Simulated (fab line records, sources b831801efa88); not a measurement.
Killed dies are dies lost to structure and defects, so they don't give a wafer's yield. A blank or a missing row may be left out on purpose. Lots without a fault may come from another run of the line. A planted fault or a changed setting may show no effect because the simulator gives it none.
A struck lot beside a sound one | flow sky130 | 35 steps out of a route of 708
Sound: wafers L177.1, L177.2, L177.3. Struck: wafer L183.3. (L183.2, L183.4 of the same lot were not struck and are left out.) The cause comes at the end.
At each step with rows: each side's tool, then ch and its chambers, then its first start. Under that, the readings that differ: sound wafers | struck wafers | difference of the means | sigmas: that difference in standard deviations of wafers without a fault.
alike: readings whose means differ by less than 2 such deviations, and words and numbers that are the same on both sides. not compared: withheld readings, readings that some wafer has no value for, bounds like >300 that may hide the same value, and numbers for which the record gives no deviation and whose values overlap.
The two part at a step that has a row with sigmas, a row that says differs or no value, or rows on one side only. Numbers that don't overlap but have no deviation are shown without sigmas and don't part them. A reading that every wafer of one side lacks parts them only if that side has two wafers or more.

first, 9 steps without rows for these wafers: SKY_METAL2_DEVELOP_14 (develop time 60 s); SKY_METAL2_DESCUM_17 (chemistry O2, time 8 s); SKY_METAL2_ETCH_18 (etches BARC in N2/H2, stops on SiO2, time 45.9 s, target depth 60 nm); SKY_METAL2_METAL_ETCH_19 (etches the open film in Cl2/BCl3, stops on SiO2, target depth 360 nm, time 78 s); SKY_METAL2_STRIP_20 (strips in O2/N2); SKY_METAL2_STRIP_21 (strips in post etch residue remover, time 1200 s); SKY_METAL2_CLEAN_22 (cleans in IPA, time 180 s); SKY_METAL2_CLEAN_23 (cleans in O3/DIW); SKY_VIA2_HDPCVD_00 (deposits SiO2, target thk 1180 nm, time 196.7 s).
SKY_VIA2_CMP_02: polishes SiO2.
  sound on cmp-02 ch 0,1,3, day 39 10:24; struck on cmp-02 ch 3, day 41 07:05
  reading                                  | sound           | struck | difference | sigmas
  model.SiO2_of_VIA2_HDPCVD_00.thk_nm (nm) | 495.9 494.7 494 | 743.2  | +248.3     |
  alike: edge_zone_pressure_frac, motor_current_A
SKY_VIA2_BOW_MEAS_03:
  sound on film_metro-01, day 39 10:42; struck on film_metro-01, day 41 07:41
  not compared: hold, VIA2_BOW
then, 8 steps without rows for these wafers: SKY_VIA2_HMDS_05 (prime time 60 s); SKY_VIA2_COAT_06 (resist thk 60 nm); SKY_VIA2_COAT_07 (resist thk 450 nm); SKY_VIA2_SOFTBAKE_08 (time 90 s); SKY_VIA2_EXPOSE_09 (exposes mask VIM2, target cd 200 nm); SKY_VIA2_PEB_10; SKY_VIA2_DEVELOP_11 (develop time 60 s); SKY_VIA2_ETCH_14 (etches BARC in N2/H2, stops on SiO2, time 45.9 s, target depth 60 nm).
SKY_VIA2_ETCH_15: etches SiO2 in C4F8/O2/Ar, stops on TiN, target depth 546 nm, time 84 s.
  sound on rie_diel-04 ch 0,2,3, day 40 12:07; struck on rie_diel-03 ch 0, day 42 07:55
  reading                          | sound             | struck | difference | sigmas
  oes_product_au (a.u.)            | 0.940 0.943 0.932 | 0.991  | +0.053     | +12
  model.etch.depth_nm (nm)         | 495.9 494.7 494   | 543.5  | +48.6      |
  model.VIA2.feature_depth_nm (nm) | 495.9 494.7 494   | 543.5  | +48.6      |
  alike: rf_fwd_power_W
then, 13 steps without rows for these wafers: SKY_VIA2_STRIP_16 (strips in O2/N2); SKY_VIA2_STRIP_17 (strips in post etch residue remover, time 1200 s); SKY_VIA2_CLEAN_18 (cleans in IPA, time 180 s); SKY_VIA2_CLEAN_19 (cleans in O3/DIW); SKY_VIA2_SPUTTER_20 (material TiN, target thk 20 nm, time 80 s); SKY_VIA2_CVD_21 (deposits W, target thk 420 nm, time 126.4 s); SKY_VIA2_CMP_24 (polishes, stops on SiO2, t overpolish 20 s, target thk 0 nm); SKY_METAL3_SPUTTER_00 (material Ti, target thk 15 nm, time 10 s); SKY_METAL3_SPUTTER_01 (material TiN, target thk 20 nm, time 16.7 s); SKY_METAL3_SPUTTER_02 (material AlCu, target thk 735 nm, time 39.1 s); SKY_METAL3_SPUTTER_03 (material Ti, target thk 5 nm, time 3.3 s); SKY_METAL3_SPUTTER_04 (material TiN, target thk 70 nm, time 58.3 s); SKY_CAPM_CVD_00 (deposits SiO2, target thk 15.5 nm).
SKY_METAL3_METAL_ETCH_18: etches the open film in Cl2/BCl3, stops on SiO2, target depth 845 nm, time 183.1 s.
  sound on rie_metal-01 ch 0,1, day 42 16:31; struck on rie_metal-04 ch 0, day 44 07:16
  reading                                  | sound             | struck | difference | sigmas
  rf_fwd_power_W (W)                       | 898.6 896.5 899.8 | 891.4  | -6.9       | -2
  model.SiO2_of_VIA2_HDPCVD_00.thk_nm (nm) | 466.2 465.9 464.3 | 713.8  | +248.3     |
  alike: drypump_motor_current_A, oes_product_au, throttle_valve_pct
  not compared: rf_hours_counter_h
-- the record jumps here: 6 days lie between the struck wafers' starts before and after (it left off in module METAL3 and takes up again in module PAD_OPEN, whose first step shown is number 708 of the route) --
SKY_PAD_OPEN_PROBE_99:
  sound on prober-01, day 49 02:55; struck on prober-02, day 50 09:00
  reading                                | sound             | struck | difference | sigmas
  killed_short                           | 51 52 38          | 30     | -17        | -3
  model.etest.tester.sort_n_pass         | 324 384 394       | 0      | -367       |
  model.etest.tester.sort_yield_pct (%)  | 65.85 78.05 80.08 | 0      | -75        |
  model.etest.tester.sort_bin_5_pct (%)  | 24.39 15.45 10.57 | 93.29  | +76.49     |
  model.etest.res_pdiff.open             | 0 0 0             | 1      | +1         |
  model.etest.field_p.open               | 0 0 0             | 1      | +1         |
  model.etest.cap_li_to_poly.open        | 0 0 0             | 1      | +1         |
  model.etest.res_pwell_under_gate.open  | 0 0 0             | 1      | +1         |
  model.etest.sram_nfet_pass.under_floor | 0 0 0             | 1      | +1         |
  alike: defect_limited_yield, killed_at_M0_to_M3, killed_at_M4_up, killed_at_contacts, killed_at_front_end, killed_at_other, killed_dies, killed_open

WHERE THEY PART
First at SKY_VIA2_ETCH_15; last, within this record, at SKY_PAD_OPEN_PROBE_99.

WHY: what the simulator had put in
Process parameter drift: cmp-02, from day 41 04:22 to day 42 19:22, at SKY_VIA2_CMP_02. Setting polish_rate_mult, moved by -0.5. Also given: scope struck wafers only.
